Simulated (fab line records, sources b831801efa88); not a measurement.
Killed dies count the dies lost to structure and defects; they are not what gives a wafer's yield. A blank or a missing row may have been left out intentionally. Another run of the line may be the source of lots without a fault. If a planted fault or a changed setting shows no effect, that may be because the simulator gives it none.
Chamber matching -- flow gf180mcu -- 4 sister chambers for GF_V4_CMP_04 on cmp-01
The step polishes SiO2. 8 wafers are shown with their chamber, then 12 later ones without.

WAFERS, EACH WITH ITS CHAMBER
wafer,chamber,time-to-endpoint-s (s),motor-current-A (A)
L083.3,0,77,13.1
L087.1,0,81,12.6
L087.3,1,85,13.6
L089.5,3,83,13.5
L089.6,2,81,12.3
L092.2,1,74,12.9
L092.5,2,71,12.7
L092.6,3,86,12.9

WAFERS WITH NO CHAMBER GIVEN
wafer,time-to-endpoint-s (s),motor-current-A (A)
L094.2,80,12.6
L094.3,71,11.9
L094.5,83,12.5
L095.1,78,13.3
L095.2,72,12.9
L095.6,89,12.5
L097.1,81,12.6
L097.3,79,12.0
L097.5,85,13.1
L097.2,72,12.3
L097.4,92,12.9
L097.6,77,12.7

EACH ONE'S CHAMBER
wafer,from the rows above,in truth
L094.2,can't be placed: 0 or 2 or 1 or 3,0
L094.3,can't be placed: 2 or 0 or 1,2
L094.5,can't be placed: 0 or 2 or 3 or 1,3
L095.1,can't be placed: 1 or 0 or 3 or 2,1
L095.2,can't be placed: 2 or 0 or 1 or 3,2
L095.6,can't be placed: 3 or 0 or 2 or 1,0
L097.1,can't be placed: 0 or 2 or 3 or 1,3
L097.3,can't be placed: 2 or 0 or 1 or 3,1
L097.5,can't be placed: 3 or 1 or 0 or 2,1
L097.2,can't be placed: 2 or 0 or 1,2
L097.4,can't be placed: 3 or 0 or 1 or 2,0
L097.6,can't be placed: 0 or 2 or 1 or 3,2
Correct placement for 0 of the 12. Not placeable from these rows: 12 (in 12, the candidates include the true chamber). Number placed wrongly: 0.
How it was worked out, from the rows above alone: a wafer's distance from a chamber is the root of the sum, over the readings, of the square of ((its reading less the chamber's mean) divided by the reading's scatter). The wafer belongs to the nearest chamber; if the next one is less than 2 further off, it can't be placed. A chamber's mean is the mean of its shown wafers. The scatter is the square root of a quotient: the sum, over the shown wafers, of each reading's squared deviation from its chamber's mean, divided by wafers minus chambers.
